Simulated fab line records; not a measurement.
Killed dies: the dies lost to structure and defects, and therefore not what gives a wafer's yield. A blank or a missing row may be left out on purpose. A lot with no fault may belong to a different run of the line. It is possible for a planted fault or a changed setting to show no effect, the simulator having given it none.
A lot that was struck, set against a sound lot | flow gf180mcu | 14 out of 602 route steps
Sound: these wafers, L654.3, L654.5, L654.6. The struck wafers were L653.3, L653.5, L653.6. The cause is given at the end.
Per side, at each step with rows, come the tool, then ch with its chambers, and then its first start. Under that, the readings that differ: sound wafers | struck wafers | difference of the means | sigmas: that difference in standard deviations of wafers without a fault.
alike: readings with means less than 2 such deviations apart, plus words and numbers identical on both sides. not compared: withheld readings, readings lacking a value on some wafer, bounds such as >300 that could conceal the same value, and numbers that have no deviation in the record and whose values overlap.
The two part at a step that has a row with sigmas, a row that says differs or no value, or rows on one side only. Numbers that don't overlap but have no deviation are shown without sigmas and don't part them. A reading that every wafer of one side lacks parts them only if that side has two wafers or more.

GF_M2_SPUTTER_01: material TiN, target thk 30 nm, time 25 s.
  sound on pvdSputter-03 at day 22 15:32; struck on pvdSputter-02 at day 22 09:52
  alike: throttleValvePct
GF_M2_SPUTTER_02: material AlCu, target thk 450 nm, time 23.9 s.
  sound on pvdSputter-03 at day 22 15:34; struck on pvdSputter-02 at day 22 09:54
  alike: throttleValvePct
GF_M2_SPUTTER_03: material Ti, target thk 10 nm, time 6.7 s.
  sound on pvdSputter-03 at day 22 15:35; struck on pvdSputter-02 at day 22 09:56
  alike: throttleValvePct
GF_M2_SPUTTER_04: material TiN, target thk 50 nm, time 41.7 s.
  sound on pvdSputter-03 at day 22 15:37; struck on pvdSputter-02 at day 22 09:57
  alike: throttleValvePct
GF_M2_RS_MEAS_05: a four-point-probe measurement.
  sound on filmMetro-01 at day 22 15:41; struck on filmMetro-03 at day 22 10:02
  alike: M2_ALCU_RS
GF_M2_THK_MEAS_06: measures by xrf.
  sound on filmMetro-01 at day 22 15:47; struck on filmMetro-03 at day 22 10:08
reading          | sound       | struck      | difference | sigmas
M2_ALCU_THK (nm) | 442 441 442 | 458 445 457 | +12        | +2
then, 6 steps without rows for these wafers: GF_M2_DEHYDRATE_07 (time 60 s); GF_M2_HMDS_08 (prime time 60 s); GF_M2_COAT_09 (resist thk 1000 nm); GF_M2_SOFTBAKE_10 (time 60 s); GF_M2_EXPOSE_11 (exposes mask Metal2, target cd 280 nm); GF_M2_PEB_12 (peb time 90 s).
GF_M2_DEVELOP_13: develop time 60 s.
  struck on lithoTrack-02, day 23 08:30; sound on lithoTrack-03 ch 0, day 23 14:30
  no value came back on the struck wafers for chillPlateTempC (C), developTimeS (s), exhaustPa (Pa); on the sound wafers chillPlateTempC (C) reads 23.05 23.09 23.17
reading                            | sound           | struck            | difference | sigmas
model.KrF_of_M2_COAT_09.thkNm (nm) | 985 986.7 981.7 | 998.9 998.6 999.8 | +14.6      | 
GF_M2_CD_MEAS_14: target cd 280 nm.
  sound on cdSem-01 at day 23 14:38; struck on cdSem-01 at day 23 08:38
reading   | sound             | struck | difference                    | sigmas
cdNm (nm) | 278.8 279.8 279.1 | - - -  | no value on the struck wafers | 

WHERE THEY PART
At GF_M2_THK_MEAS_06 first; at GF_M2_CD_MEAS_14 last (within this record only).

WHY: what had been put in by the simulator
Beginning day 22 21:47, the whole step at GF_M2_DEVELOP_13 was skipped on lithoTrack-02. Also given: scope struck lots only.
